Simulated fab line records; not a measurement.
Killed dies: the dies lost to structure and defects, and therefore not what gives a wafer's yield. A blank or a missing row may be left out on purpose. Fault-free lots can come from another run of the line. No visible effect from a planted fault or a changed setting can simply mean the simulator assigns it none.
Which of the tools did it? + flow sky130 + 12 lots, 36 wafers sampled, at 5 steps of a route of 708

## WHAT EACH GAUGE READ, for each wafer
SKY_VT_ADJUST_HVTP_TW_MEAS_11. Usual: VT_ADJUST_HVTP_TW 1359, standard deviation 10.
| lot  | measured     | on            | VT_ADJUST_HVTP_TW | flag |
|------|--------------|---------------|-------------------|------|
| L198 | day 6 00:00  | film_metro-01 | 1355 1362 1371    |      |
| L199 | day 6 06:19  | film_metro-02 | 1342 1352 1341    |      |
| L200 | day 6 09:55  | film_metro-04 | 1367 1366 1366    |      |
| L201 | day 6 18:30  | film_metro-04 | 1367 1364 1367    |      |
| L206 | day 8 16:43  | film_metro-01 | 1367 1362 1370    |      |
| L208 | day 8 18:49  | film_metro-01 | 1365 1368 1355    |      |
| L212 | day 9 23:55  | film_metro-01 | 1375 1368 1370    |      |
| L214 | day 10 07:49 | film_metro-02 | 1352 1347 1347    |      |
| L216 | day 10 17:46 | film_metro-04 | 1369 1367 1363    |      |
| L217 | day 11 01:37 | film_metro-02 | 1343 1350 1349    |      |
| L220 | day 11 23:24 | film_metro-02 | 1346 1344 1345    |      |
| L221 | day 12 00:53 | film_metro-02 | 1353 1353 1355    |      |

SKY_VT_ADJUST_LVTN_OVL_MEAS_07. Usual: VT_ADJUST_LVTN_OVL 0.5 nm, standard deviation 1.5.
| lot  | measured     | on         | VT_ADJUST_LVTN_OVL (nm) | flag |
|------|--------------|------------|-------------------------|------|
| L198 | day 6 18:51  | overlay-01 | -2.5 -0.7 -0.4          |      |
| L199 | day 7 01:23  | overlay-02 | 1.7 1.6 2.0             |      |
| L200 | day 7 05:38  | overlay-01 | 0.9 -1.2 -0.4           |      |
| L201 | day 7 12:50  | overlay-01 | -0.3 -0.1 0.2           |      |
| L206 | day 9 13:15  | overlay-02 | -0.5 0.5 -0.5           |      |
| L208 | day 9 15:32  | overlay-01 | 1.5 2.6 2.3             |      |
| L212 | day 10 22:14 | overlay-02 | 3.2 3.6 3.2             |      |
| L214 | day 11 06:29 | overlay-02 | -0.2 -0.2 -1.4          |      |
| L216 | day 11 16:33 | overlay-01 | 2.0 1.9 1.1             |      |
| L217 | day 12 01:12 | overlay-02 | 2.2 1.5 1.2             |      |
| L220 | day 12 23:29 | overlay-02 | 0.4 2.0 1.3             |      |
| L221 | day 13 01:36 | overlay-02 | -0.7 -0.6 0.4           |      |

SKY_VT_ADJUST_NCORE_TW_MEAS_11. Usual: VT_ADJUST_NCORE_TW 219.0, standard deviation 1.9.
| lot  | measured     | on            | VT_ADJUST_NCORE_TW | flag |
|------|--------------|---------------|--------------------|------|
| L198 | day 8 09:36  | film_metro-01 | 220.8 220.2 219.2  |      |
| L199 | day 8 17:40  | film_metro-02 | 218.1 217.7 218.6  |      |
| L200 | day 8 22:02  | film_metro-02 | 216.9 217.8 215.5  |      |
| L201 | day 9 05:42  | film_metro-02 | 216.2 216.3 215.3  |      |
| L206 | day 11 10:26 | film_metro-03 | 115.9 115.6 117.6  | OFF  |
| L208 | day 11 13:25 | film_metro-02 | 118.1 118.6 119.0  | OFF  |
| L212 | day 12 22:05 | film_metro-02 | 219.7 217.6 217.8  |      |
| L214 | day 13 06:56 | film_metro-01 | 220.7 219.6 221.1  |      |
| L216 | day 13 17:59 | film_metro-01 | 220.0 221.5 221.0  |      |
| L217 | day 14 04:13 | film_metro-02 | 218.5 219.3 219.7  |      |
| L220 | day 15 04:00 | film_metro-02 | 220.4 219.6 221.3  |      |
| L221 | day 15 05:28 | film_metro-02 | 219.9 219.8 218.4  |      |

## EACH LOT AND THE TOOL THAT RAN IT (in order: tool; ch and the chambers of the sampled wafers; start)
| lot  | SKY_VT_ADJUST_LVTN_STRIP_09          | SKY_VT_ADJUST_NCORE_IMPLANT_09  |
|------|--------------------------------------|---------------------------------|
| L198 | plasma_asher-02 ch 0,1, day 6 19:02  | implanter-04 ch 0, day 8 09:21  |
| L199 | plasma_asher-03 ch 0, day 7 01:34    | implanter-02 ch 0, day 8 17:26  |
| L200 | plasma_asher-01 ch 0, day 7 05:49    | implanter-04 ch 0, day 8 21:47  |
| L201 | plasma_asher-02 ch 0,1, day 7 13:02  | implanter-04 ch 0, day 9 05:27  |
| L206 | plasma_asher-02 ch 0,1, day 9 13:26  | implanter-04 ch 0, day 11 10:13 |
| L208 | plasma_asher-03 ch 0,1, day 9 15:43  | implanter-04 ch 0, day 11 13:11 |
| L212 | plasma_asher-02 ch 0,1, day 10 22:25 | implanter-03 ch 0, day 12 21:50 |
| L214 | plasma_asher-02 ch 0,1, day 11 06:40 | implanter-03 ch 0, day 13 06:41 |
| L216 | plasma_asher-01 ch 0,1, day 11 16:44 | implanter-02 ch 0, day 13 17:44 |
| L217 | plasma_asher-03 ch 0,1, day 12 01:23 | implanter-02 ch 0, day 14 03:58 |
| L220 | plasma_asher-03 ch 0,1, day 12 23:40 | implanter-03 ch 0, day 15 03:45 |
| L221 | plasma_asher-03 ch 0, day 13 01:47   | implanter-04 ch 0, day 15 05:13 |
- SKY_VT_ADJUST_LVTN_STRIP_09: strips in O2/N2.
- SKY_VT_ADJUST_NCORE_IMPLANT_09

## AS READ BY THE TOOLS THEMSELVES (means over the sampled wafers that have a number; for cases with no such wafer, the mark the record gives instead)
SKY_VT_ADJUST_LVTN_STRIP_09. Usual: drypump_motor_current_A 5.7 A, standard deviation 0.43; oes_product_au 0.723 a.u., standard deviation 0.0048; strip_time_to_endpoint_s 36.92 s, standard deviation 0.11.
| lot  | tool            | drypump_motor_current_A (A) | oes_product_au (a.u.) | strip_time_to_endpoint_s (s) | flag |
|------|-----------------|-----------------------------|-----------------------|------------------------------|------|
| L198 | plasma_asher-02 | 5.9                         | 0.723                 | 36.87                        |      |
| L199 | plasma_asher-03 | 6.0                         | 0.724                 | 36.97                        |      |
| L200 | plasma_asher-01 | 5.3                         | 0.725                 | 36.82                        |      |
| L201 | plasma_asher-02 | 6.1                         | 0.722                 | 36.95                        |      |
| L206 | plasma_asher-02 | 6.1                         | 0.719                 | 36.90                        |      |
| L208 | plasma_asher-03 | 5.7                         | 0.726                 | 36.94                        |      |
| L212 | plasma_asher-02 | 6.1                         | 0.726                 | 37.04                        |      |
| L214 | plasma_asher-02 | 5.9                         | 0.723                 | 36.73                        |      |
| L216 | plasma_asher-01 | 5.8                         | 0.720                 | 36.90                        |      |
| L217 | plasma_asher-03 | 5.6                         | 0.721                 | 36.92                        |      |
| L220 | plasma_asher-03 | 5.7                         | 0.720                 | 37.01                        |      |
| L221 | plasma_asher-03 | 6.0                         | 0.726                 | 36.83                        |      |

SKY_VT_ADJUST_NCORE_IMPLANT_09. Usual: beam_energy_keV 10.000, standard deviation 0.003; dose_ions_cm2 2.3995e+12, standard deviation 2.6e+09; faraday_current_uA 13.53, standard deviation 0.26.
| lot  | tool         | beam_energy_keV | dose_ions_cm2 | faraday_current_uA | flag |
|------|--------------|-----------------|---------------|--------------------|------|
| L198 | implanter-04 | 9.999           | 2.4007e+12    | 13.61              |      |
| L199 | implanter-02 | 9.999           | 2.4012e+12    | 13.33              |      |
| L200 | implanter-04 | 9.999           | 2.3984e+12    | 13.44              |      |
| L201 | implanter-04 | 10.000          | 2.3999e+12    | 13.45              |      |
| L206 | implanter-04 | 9.998           | 2.3927e+11    | 1.33               | OFF  |
| L208 | implanter-04 | 9.999           | 2.4220e+11    | 1.40               | OFF  |
| L212 | implanter-03 | 10.000          | 2.4000e+12    | 13.69              |      |
| L214 | implanter-03 | 10.005          | 2.3974e+12    | 13.63              |      |
| L216 | implanter-02 | 10.005          | 2.4016e+12    | 13.41              |      |
| L217 | implanter-02 | 9.997           | 2.4002e+12    | 13.58              |      |
| L220 | implanter-03 | 9.998           | 2.4015e+12    | 14.00              |      |
| L221 | implanter-04 | 10.004          | 2.3991e+12    | 13.56              |      |

## THE ANSWER, worked out from the rows above alone
Rule: lot off if the mean of its wafers having a number is beyond 3 standard deviations from the usual mean. Also off: a lot with no number at a reading for which 4 or more lots have one. Any other lot the step has rows for is counted as sound. Order of review: gauges by route order, followed by the tools' own readings, for which a lot's mean as printed above is used. At the first step where some lot is off, the reading lying furthest off is the one used; lots without a number count as furthest.
Off: at SKY_VT_ADJUST_NCORE_TW_MEAS_11 (VT_ADJUST_NCORE_TW), L206, L208.
A tool fits if, at a process step before that reading, it ran every lot that is off, and no sound lot after the first of them. The gauges at SKY_VT_ADJUST_NCORE_TW_MEAS_11 aren't tried: what is off there is off at SKY_VT_ADJUST_NCORE_IMPLANT_09 too, on other tools, and a gauge's error can't cause that. Not one of the candidates tried fits.

## WHAT WAS PUT IN BY THE SIMULATOR
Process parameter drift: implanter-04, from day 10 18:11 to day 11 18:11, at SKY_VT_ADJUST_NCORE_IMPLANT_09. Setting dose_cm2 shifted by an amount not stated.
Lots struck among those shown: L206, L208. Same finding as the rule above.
